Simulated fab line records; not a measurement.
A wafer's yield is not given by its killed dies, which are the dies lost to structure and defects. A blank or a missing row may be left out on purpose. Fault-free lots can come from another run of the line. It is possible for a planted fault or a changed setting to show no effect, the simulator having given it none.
Struck lot and sound lot, side by side :: flow sky130 :: 43 steps out of a route of 708
Sound: wafers L651.1, L651.2, L651.6. Struck: wafer L662.2 (left out: L662.1, L662.6 of the same lot, which were not struck); the cause appears at the end.
Per side, at each step with rows, come the tool, then ch with its chambers, and then its first start. Under that, the readings that differ: sound wafers :: struck wafers :: difference of the means :: sigmas: that difference in standard deviations of wafers without a fault.
alike: readings with means less than 2 such deviations apart, plus words and numbers identical on both sides. not compared: withheld readings, readings lacking a value on some wafer, bounds such as >300 that could conceal the same value, and numbers that have no deviation in the record and whose values overlap.
A row with sigmas, a row that says differs or no value, or rows on one side alone: a step with any of these is where the two part. Numbers that don't overlap but have no deviation are shown without sigmas and don't part them. A reading that every wafer of one side lacks parts them only if that side has two wafers or more.

first, 5 steps without rows for these wafers: SKY_LDD_N_COAT_02 (resist thk 300 nm); SKY_LDD_N_SOFTBAKE_03 (time 60 s); SKY_LDD_N_EXPOSE_04 (exposes mask NTM, target cd 840 nm); SKY_LDD_N_PEB_05; SKY_LDD_N_DEVELOP_06 (develop time 60 s).
SKY_LDD_N_OVL_MEAS_07:
  struck on overlay-01, day 22 10:44; sound on overlay-01, day 18 21:29
  alike: LDD_N_OVL
then, 6 steps without rows for these wafers: SKY_LDD_N_IMPLANT_08; SKY_LDD_N_IMPLANT_09; SKY_LDD_N_IMPLANT_10; SKY_LDD_N_IMPLANT_11; SKY_LDD_N_IMPLANT_12; SKY_LDD_N_IMPLANT_13.
SKY_LDD_N_IMPLANT_14:
  sound on implanter-02 ch 0, day 18 22:25; struck on implanter-03 ch 0, day 22 11:40
after that, 1 step had no rows for these wafers: SKY_LDD_N_IMPLANT_15.
SKY_LDD_N_STRIP_16: strips in O2/N2.
  sound on plasma asher-01 ch 0,1, day 18 22:43; struck on plasma asher-04 ch 0, day 22 11:58
  alike: drypump motor current A, oes product au, strip time to endpoint s
  not compared: rf hours counter h
SKY_LDD_N_TW_MEAS_17:
  struck on film metro-03, day 22 12:04; sound on film metro-02, day 18 22:49
  alike: LDD_N_TW
then, 7 steps without rows for these wafers: SKY_LDD_P_DEHYDRATE_00 (time 60 s); SKY_LDD_P_HMDS_01 (prime time 60 s); SKY_LDD_P_COAT_02 (resist thk 1140 nm); SKY_LDD_P_SOFTBAKE_03 (time 60 s); SKY_LDD_P_EXPOSE_04 (exposes mask PSDM, target cd 380 nm); SKY_LDD_P_PEB_05; SKY_LDD_P_DEVELOP_06 (develop time 60 s).
SKY_LDD_P_CD_MEAS_07: the cd target is 380 nm.
  struck on cd sem-02, day 23 17:55; sound on cd sem-01, day 20 05:46
reading: cd nm (nm)
sound: 382.9 382.9 383.4
struck: 375.0
difference: -8.1
sigmas: -3
SKY_LDD_P_OVL_MEAS_08:
  struck on overlay-01, day 23 18:02; sound on overlay-01, day 20 05:53
  alike: LDD_P_OVL
after that, 1 step had no rows for these wafers: SKY_LDD_P_IMPLANT_09.
SKY_LDD_P_STRIP_10: strips in O2/N2.
  sound on plasma asher-04 ch 0,1, day 20 06:04; struck on plasma asher-03 ch 0, day 23 18:13
reading: strip time to endpoint s (s)
sound: 14.17 14.16 14.16
struck: 14.26
difference: +0.10
sigmas: +3
  alike: drypump motor current A, oes product au
  not compared: rf hours counter h
SKY_LDD_P_TW_MEAS_11:
  struck on film metro-04, day 23 18:19; sound on film metro-01, day 20 06:10
  alike: LDD_P_TW
then, 7 steps without rows for these wafers: SKY_LDD_HVN_DEHYDRATE_00 (time 60 s); SKY_LDD_HVN_HMDS_01 (prime time 60 s); SKY_LDD_HVN_COAT_02 (resist thk 300 nm); SKY_LDD_HVN_SOFTBAKE_03 (time 60 s); SKY_LDD_HVN_EXPOSE_04 (exposes mask HVNTM, target cd 700 nm); SKY_LDD_HVN_PEB_05; SKY_LDD_HVN_DEVELOP_06 (develop time 60 s).
SKY_LDD_HVN_OVL_MEAS_07:
  struck on overlay-02, day 25 00:22; sound on overlay-02, day 21 12:00
  alike: LDD_HVN_OVL
after that, 1 step had no rows for these wafers: SKY_LDD_HVN_IMPLANT_08.
SKY_LDD_HVN_STRIP_09: strips in O2/N2.
  sound on plasma asher-01 ch 0,1, day 21 12:11; struck on plasma asher-01 ch 0, day 25 00:33
  alike: drypump motor current A, oes product au, strip time to endpoint s
  not compared: rf hours counter h
SKY_LDD_HVN_TW_MEAS_10:
  struck on film metro-02, day 25 00:39; sound on film metro-01, day 21 12:17
  alike: LDD_HVN_TW
then, 3 steps without rows for these wafers: SKY_LDD_HVP_DEHYDRATE_00 (time 60 s); SKY_LDD_HVP_HMDS_01 (prime time 60 s); SKY_LDD_HVP_COAT_02 (resist thk 300 nm).
-- the record jumps here: 24 days lie between the struck wafers' starts before and after (it left off in module LDD_HVP and takes up again in module PAD_OPEN, whose first step shown is number 708 of the route) --
SKY_PAD_OPEN_PROBE_99:
  struck on prober-01, day 49 01:46; sound on prober-01, day 46 19:08
reading: killed at contacts
sound: 20 19 17
struck: 37
difference: +18
sigmas: +4

reading: killed open
sound: 32 35 49
struck: 54
difference: +15
sigmas: +2

reading: model.etest.nfet_01v8_swapped.vt sat v (V)
sound: 0.6581 0.6483 0.6483
struck: 0.6267
difference: -0.0249
sigmas: 

reading: model.etest.nfet_01v8_swapped.vt v (V)
sound: 0.7055 0.695 0.6956
struck: 0.6883
difference: -0.0104
sigmas: 

reading: model.etest.nfet_01v8_lvt.vt v (V)
sound: 0.6196 0.6133 0.6022
struck: 0.5972
difference: -0.0145
sigmas: 

reading: model.etest.nfet_01v8.vt v (V)
sound: 0.705 0.6946 0.6954
struck: 0.689
difference: -0.009
sigmas: 

reading: model.etest.nfet_01v8.vt v range
sound: 0.01041 0.00982 0.01352
struck: 0.0196
difference: +0.0083
sigmas: 
  alike: killed_at_M0_to_M3, killed_at_M4_up, killed at front end, killed at other, killed dies, killed short
  not compared: model.etest.nfet_01v8.drive ua um range, model.etest.nfet_01v8.vt v rim less centre

WHERE THEY PART
First at SKY_LDD_P_CD_MEAS_07; last, within this record, at SKY_PAD_OPEN_PROBE_99.

WHY: what the simulator had put in
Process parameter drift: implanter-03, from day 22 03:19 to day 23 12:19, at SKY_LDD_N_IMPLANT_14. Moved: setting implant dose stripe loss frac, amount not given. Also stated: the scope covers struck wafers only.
